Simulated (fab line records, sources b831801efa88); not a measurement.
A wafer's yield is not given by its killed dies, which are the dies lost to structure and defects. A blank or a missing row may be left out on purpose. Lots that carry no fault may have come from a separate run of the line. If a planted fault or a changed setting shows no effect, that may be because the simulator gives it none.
A lot that was struck, set against a sound lot / flow gf180mcu / 14 out of 602 route steps
Sound: these wafers, L910.1, L910.5, L910.6. Struck: wafers L921.1, L921.4, L921.5. At the end, the cause is stated.
At each step with rows: each side's tool, then ch and its chambers, then its first start. Under that, the readings that differ: sound wafers / struck wafers / difference of the means / sigmas: that difference in standard deviations of wafers without a fault.
alike: readings with means less than 2 such deviations apart, plus words and numbers identical on both sides. not compared: withheld readings, readings lacking a value on some wafer, bounds such as >300 that could conceal the same value, and numbers that have no deviation in the record and whose values overlap.
Wherever a step has rows on one side only, a row that says differs or no value, or a row with sigmas, the two part there. Non-overlapping numbers with no deviation appear without sigmas and do not part them. Lack of a reading on every wafer of one side parts them only where that side has two or more wafers.

GF_V2_THK_MEAS_01:
  sound on film metro-04, day 23 01:23; struck on film metro-03, day 26 14:41
  alike: V2_CVD_00_THK
GF_V2_CVD_02: deposits SiO2 from TEOS, target thk 850 nm, time 94.851 s.
  sound on pecvd-02 ch 1,2, day 23 01:27; struck on pecvd-02 ch 0,2, day 26 14:44
  alike: heater power w
GF_V2_THK_MEAS_03:
  sound on film metro-04, day 23 01:31; struck on film metro-02, day 26 14:49
  alike: V2_CVD_02_THK
GF_V2_CMP_04: polishes SiO2.
  sound on cmp-01 ch 0,2,3, day 23 01:41; struck on cmp-01 ch 0,1,2, day 26 14:52
  alike: head pressure psi, motor current A, time to endpoint s
GF_V2_BOW_MEAS_05:
  sound on film metro-04, day 23 01:53; struck on film metro-04, day 26 15:10
  alike: V2_BOW
then, 7 steps without rows for these wafers: GF_V2_DEHYDRATE_06 (time 60 s); GF_V2_HMDS_07 (prime time 60 s); GF_V2_COAT_08; GF_V2_COAT_09 (resist thk 1000 nm); GF_V2_SOFTBAKE_10 (time 60 s); GF_V2_EXPOSE_11 (exposes mask Via2, target cd 260 nm); GF_V2_PEB_12 (peb time 90 s).
GF_V2_DEVELOP_13: develop time 60 s.
  struck on litho track-04, day 27 11:38; sound on litho track-02 ch 0, day 24 00:29
  no value came back on the struck wafers for chill plate temp C (C), develop time s (s); on the sound wafers chill plate temp C (C) reads 22.88 23.08 23.00
reading=model.KrF_of_V2_COAT_09.thk nm (nm); sound=989.6 992 988.3; struck=999 995.2 995; difference=+6; sigmas=
GF_V2_CD_MEAS_14 targets a cd of 260 nm.
  sound on cd sem-02, day 24 00:38; struck on cd sem-02, day 27 11:47
reading=cd nm (nm); sound=259.8 259.2 259.9; struck=- - -; difference=no value on the struck wafers; sigmas=

== WHERE THEY PART ==
Last at GF_V2_CD_MEAS_14 as far as this record goes, first at GF_V2_DEVELOP_13.

WHY: the cause the simulator had injected
Step skipped in full: litho track-04, at GF_V2_DEVELOP_13, from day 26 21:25 onward. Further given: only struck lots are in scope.
